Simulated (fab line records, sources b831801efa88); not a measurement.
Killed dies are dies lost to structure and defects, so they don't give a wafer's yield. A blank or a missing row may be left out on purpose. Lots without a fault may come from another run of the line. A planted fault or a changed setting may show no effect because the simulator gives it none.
A struck lot beside a sound one | flow sky130 | 14 steps out of a route of 708
Sound: wafers L430.2, L430.3, L430.6. Struck: wafers L424.2, L424.4, L424.5. The cause comes at the end.
At each step with rows: each side's tool, then ch and its chambers, then its first start. Under that, the readings that differ: sound wafers | struck wafers | difference of the means | sigmas: that difference in standard deviations of wafers without a fault.
alike: readings whose means differ by less than 2 such deviations, and words and numbers that are the same on both sides. not compared: withheld readings, readings that some wafer has no value for, bounds like >300 that may hide the same value, and numbers for which the record gives no deviation and whose values overlap.
The two part at a step that has a row with sigmas, a row that says differs or no value, or rows on one side only. Numbers that don't overlap but have no deviation are shown without sigmas and don't part them. A reading that every wafer of one side lacks parts them only if that side has two wafers or more.

SKY_CAPM_METAL_ETCH_13: etches TiN in Cl2/BCl3, stops on SiO2, target depth 220 nm, time 62.9 s.
  sound on rie_metal-03 ch 0, day 43 04:59; struck on rie_metal-04 ch 0,1, day 41 16:43
  alike: drypump_motor_current_A, mfc_cl2_sccm, oes_product_au, throttle_valve_pct
  not compared: rf_hours_counter_h
SKY_CAPM_STRIP_14: strips in O2/N2.
  sound on plasma_asher-01 ch 0,1, day 43 05:03; struck on plasma_asher-01 ch 0, day 41 16:47
  alike: drypump_motor_current_A, oes_product_au, strip_time_to_endpoint_s
  not compared: rf_hours_counter_h
then, 10 steps without rows for these wafers: SKY_CAPM_STRIP_15 (strips in post etch residue remover, time 1200 s); SKY_CAPM_CLEAN_16 (cleans in IPA, time 180 s); SKY_CAPM_CLEAN_17 (cleans in O3/DIW); SKY_METAL3_DEHYDRATE_05 (time 60 s); SKY_METAL3_HMDS_06 (prime time 60 s); SKY_METAL3_COAT_07 (resist thk 60 nm); SKY_METAL3_COAT_08 (resist thk 1140 nm); SKY_METAL3_SOFTBAKE_09 (time 90 s); SKY_METAL3_EXPOSE_10 (exposes mask MM3, target cd 300 nm); SKY_METAL3_PEB_11.
SKY_METAL3_DEVELOP_12: develop time 60 s.
  sound on litho_track-04 ch 0, day 44 04:00; struck on litho_track-03, day 42 16:00
  no value came back on the struck wafers for chill_plate_temp_C (C), develop_time_s (s), developer_temp_C (C); on the sound wafers chill_plate_temp_C (C) reads 23.09 22.97 22.98
  reading                                       | sound          | struck         | difference | sigmas
  model.KrF-thick_of_METAL3_COAT_08.thk_nm (nm) | 1135 1132 1130 | 1143 1142 1146 | +11        |
SKY_METAL3_CD_MEAS_13: target cd 300 nm.
  sound on cd_sem-01, day 44 04:22; struck on cd_sem-01, day 42 16:14
  reading    | sound             | struck | difference                    | sigmas
  cd_nm (nm) | 300.5 298.7 299.4 | - - -  | no value on the struck wafers |

WHERE THEY PART
First at SKY_METAL3_DEVELOP_12; last, within this record, at SKY_METAL3_CD_MEAS_13.

WHY: what the simulator had put in
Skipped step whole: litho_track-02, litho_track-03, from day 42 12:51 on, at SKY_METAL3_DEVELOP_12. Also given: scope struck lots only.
